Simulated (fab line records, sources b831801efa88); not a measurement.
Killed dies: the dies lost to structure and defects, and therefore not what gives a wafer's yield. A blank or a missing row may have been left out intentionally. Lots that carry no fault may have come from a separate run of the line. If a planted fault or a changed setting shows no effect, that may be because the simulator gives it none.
Which tool did it? | flow sky130 | 15 lots, 45 wafers sampled, at 5 steps of a route of 708

WHAT THE GAUGES SHOWED, per wafer
SKY_VT_ADJUST_PCH_OVL_MEAS_07. Usual: VT_ADJUST_PCH_OVL gives -0.6 nm (standard deviation 1.4).
lot  | measured     | on         | VT_ADJUST_PCH_OVL (nm) | flag
L708 | day 8 16:56  | overlay-02 | 1.1 1.5 0.0            | 
L709 | day 8 19:29  | overlay-02 | -2.0 -1.0 -1.8         | 
L710 | day 8 21:52  | overlay-01 | 0.7 3.3 3.4            | 
L711 | day 9 07:26  | overlay-01 | -0.4 -2.2 -1.8         | 
L712 | day 9 17:07  | overlay-02 | -0.6 1.0 -0.7          | 
L713 | day 9 20:40  | overlay-02 | -1.8 -2.4 -1.7         | 
L714 | day 10 02:16 | overlay-02 | -1.2 -1.7 -1.4         | 
L715 | day 10 08:16 | overlay-02 | 2.1 0.0 0.5            | 
L716 | day 10 14:10 | overlay-01 | 1.0 0.2 0.8            | 
L717 | day 10 17:34 | overlay-01 | 1.0 0.5 -1.4           | 
L719 | day 11 05:40 | overlay-01 | -0.4 -1.0 -0.4         | 
L720 | day 11 08:47 | overlay-01 | 0.1 0.1 -2.2           | 
L721 | day 11 16:19 | overlay-01 | -1.6 -3.3 -2.1         | 
L727 | day 21 10:19 | overlay-02 | 0.3 0.1 -1.7           | 
L731 | day 21 10:40 | overlay-01 | -1.8 -1.5 -2.3         | 

SKY_POLY_CUT_CD_MEAS_08: the cd target is 270 nm. Usual: cdNm reads 270.0 nm (standard deviation 1.2).
lot  | measured     | on       | cdNm (nm)         | flag
L708 | day 21 22:52 | cdSem-02 | 268.1 270.0 269.1 | 
L709 | day 21 23:13 | cdSem-01 | 267.5 268.5 269.1 | 
L710 | day 21 23:29 | cdSem-02 | 272.4 271.7 270.5 | 
L711 | day 22 02:56 | cdSem-01 | 268.6 268.2 267.9 | 
L712 | day 22 16:50 | cdSem-02 | 270.3 269.8 270.9 | 
L713 | day 23 06:19 | cdSem-02 | 269.4 270.4 269.5 | 
L714 | day 23 05:05 | cdSem-01 | 270.7 271.8 270.0 | 
L715 | day 23 19:56 | cdSem-02 | 269.8 270.3 268.8 | 
L716 | day 24 05:58 | cdSem-02 | 270.4 270.5 269.7 | 
L717 | day 24 09:18 | cdSem-02 | 272.4 271.2 270.3 | 
L719 | day 24 14:50 | cdSem-02 | 269.6 270.9 270.6 | 
L720 | day 25 00:26 | cdSem-02 | 269.5 270.2 269.5 | 
L721 | day 25 06:29 | cdSem-01 | 269.7 269.7 269.3 | 
L727 | day 35 04:58 | cdSem-01 | 270.9 270.0 270.2 | 
L731 | day 35 08:19 | cdSem-02 | 269.7 270.4 270.2 | 

SKY_RES_XHIGH_TW_MEAS_09. Usual: RES_XHIGH_TW gives 1627 (standard deviation 7.6).
lot  | measured     | on           | RES_XHIGH_TW   | flag
L708 | day 24 09:58 | filmMetro-04 | 1626 1633 1624 | 
L709 | day 24 10:19 | filmMetro-01 | 1636 1626 1634 | 
L710 | day 24 10:37 | filmMetro-02 | 1623 1636 1647 | 
L711 | day 24 13:01 | filmMetro-02 | 1631 1631 1635 | 
L712 | day 25 03:04 | filmMetro-02 | 1628 1626 1624 | 
L713 | day 25 16:22 | filmMetro-04 | 1622 1631 1623 | 
L714 | day 25 14:46 | filmMetro-02 | 1623 1623 1618 | 
L715 | day 26 04:04 | filmMetro-04 | 1633 1627 1634 | 
L716 | day 26 14:13 | filmMetro-02 | 1633 1630 1630 | 
L717 | day 26 18:10 | filmMetro-04 | 30 30 30       | OFF
L719 | day 27 01:11 | filmMetro-01 | 30 30 30       | OFF
L720 | day 27 08:52 | filmMetro-01 | 30 30 30       | OFF
L721 | day 27 16:52 | filmMetro-04 | 1627 1620 1617 | 
L727 | day 37 11:16 | filmMetro-02 | 1631 1633 1630 | 
L731 | day 37 14:31 | filmMetro-02 | 1634 1640 1634 | 

SKY_LOCAL_INTERCONNECT_CD_MEAS_11: the cd target is 170 nm. Usual: cdNm reads 169.6 nm (standard deviation 1.7).
lot  | measured     | on       | cdNm (nm)         | flag
L708 | day 28 03:25 | cdSem-02 | 170.7 170.5 170.2 | 
L709 | day 28 04:47 | cdSem-01 | 168.8 170.0 169.6 | 
L710 | day 28 05:44 | cdSem-02 | 168.0 167.8 168.0 | 
L711 | day 28 06:59 | cdSem-02 | 170.7 169.2 169.3 | 
L712 | day 28 21:32 | cdSem-02 | 171.5 171.7 172.0 | 
L713 | day 29 08:31 | cdSem-02 | 166.8 165.2 166.6 | 
L714 | day 29 05:58 | cdSem-01 | 168.3 169.7 168.7 | 
L715 | day 29 21:26 | cdSem-02 | 170.3 170.6 170.8 | 
L716 | day 30 06:46 | cdSem-01 | 165.7 166.9 167.2 | 
L717 | day 30 10:20 | cdSem-01 | 170.1 169.6 170.2 | 
L719 | day 30 18:55 | cdSem-01 | 170.2 170.0 170.0 | 
L720 | day 31 03:20 | cdSem-01 | 168.6 169.6 169.8 | 
L721 | day 31 10:35 | cdSem-02 | 166.6 166.6 166.2 | 
L727 | day 40 20:26 | cdSem-02 | 172.6 171.3 170.5 | 
L731 | day 41 00:04 | cdSem-01 | 171.6 170.5 171.8 | 

TOOL THAT RAN EACH LOT (tool first, then ch and the chambers of the sampled wafers, then the start)
lot  | SKY_RES_XHIGH_EXPOSE_04
L708 | ilineStepper-01 ch 0, day 23 19:06
L709 | ilineStepper-02 ch 0, day 23 19:20
L710 | ilineStepper-01 ch 0, day 23 19:35
L711 | ilineStepper-02 ch 0, day 23 22:29
L712 | ilineStepper-01 ch 0, day 24 13:23
L713 | ilineStepper-02 ch 0, day 25 01:37
L714 | ilineStepper-02 ch 0, day 25 00:38
L715 | ilineStepper-01 ch 0, day 25 15:06
L716 | ilineStepper-01 ch 0, day 26 00:05
L717 | ilineStepper-01, day 26 03:29
L719 | ilineStepper-01, day 26 10:02
L720 | ilineStepper-02, day 26 18:40
L721 | ilineStepper-02 ch 0, day 27 02:37
L727 | ilineStepper-01 ch 0, day 36 21:31
L731 | ilineStepper-01 ch 0, day 37 01:17
- SKY_RES_XHIGH_EXPOSE_04: exposes mask URPM, target cd 1270 nm.

AS READ BY THE TOOLS THEMSELVES (means over the sampled wafers that have a number; for cases with no such wafer, the mark the record gives instead)
SKY_RES_XHIGH_EXPOSE_04. Usual: exposureDoseMJCm2 140.00, standard deviation 0.15; focusOffsetNm 0.0 nm, standard deviation 0.55.
lot  | tool            | exposureDoseMJCm2 | focusOffsetNm (nm) | flag
L708 | ilineStepper-01 | 140.12            | 0.8                | 
L709 | ilineStepper-02 | 139.75            | 0.1                | 
L710 | ilineStepper-01 | 140.21            | -0.4               | 
L711 | ilineStepper-02 | 140.07            | -0.2               | 
L712 | ilineStepper-01 | 139.93            | 0.7                | 
L713 | ilineStepper-02 | 139.98            | -0.6               | 
L714 | ilineStepper-02 | 140.09            | 0.1                | 
L715 | ilineStepper-01 | 139.98            | -0.3               | 
L716 | ilineStepper-01 | 140.26            | -0.9               | 
L717 | ilineStepper-01 | -                 | -                  | OFF
L719 | ilineStepper-01 | -                 | -                  | OFF
L720 | ilineStepper-02 | -                 | -                  | OFF
L721 | ilineStepper-02 | 140.19            | 0.2                | 
L727 | ilineStepper-01 | 139.93            | -0.2               | 
L731 | ilineStepper-01 | 139.91            | 0.3                | 

THE ANSWER, worked out from the rows above alone
Rule: take the mean of a lot's wafers that have a number; if it is more than 3 standard deviations from the usual mean, the lot is off. Also off: a lot with no number at a reading for which 4 or more lots have one. All remaining lots with rows at the step are treated as sound. The gauges are gone through in route order, then the tools' own readings, and for those a lot's mean is taken as printed above. The first step at which some lot is off is used, and at that step the reading that is off furthest; a lot without a number counts as furthest.
Off: L717, L719, L720, at SKY_RES_XHIGH_TW_MEAS_09 (RES_XHIGH_TW).
A tool fits if, at a process step before that reading, it ran every lot that is off, and no sound lot after the first of them. The gauges at SKY_RES_XHIGH_TW_MEAS_09 aren't tried: what is off there is off at SKY_RES_XHIGH_EXPOSE_04 too, on other tools, and a gauge's error can't cause that. None of those tried fits.

WHAT THE SIMULATOR HAD PUT IN
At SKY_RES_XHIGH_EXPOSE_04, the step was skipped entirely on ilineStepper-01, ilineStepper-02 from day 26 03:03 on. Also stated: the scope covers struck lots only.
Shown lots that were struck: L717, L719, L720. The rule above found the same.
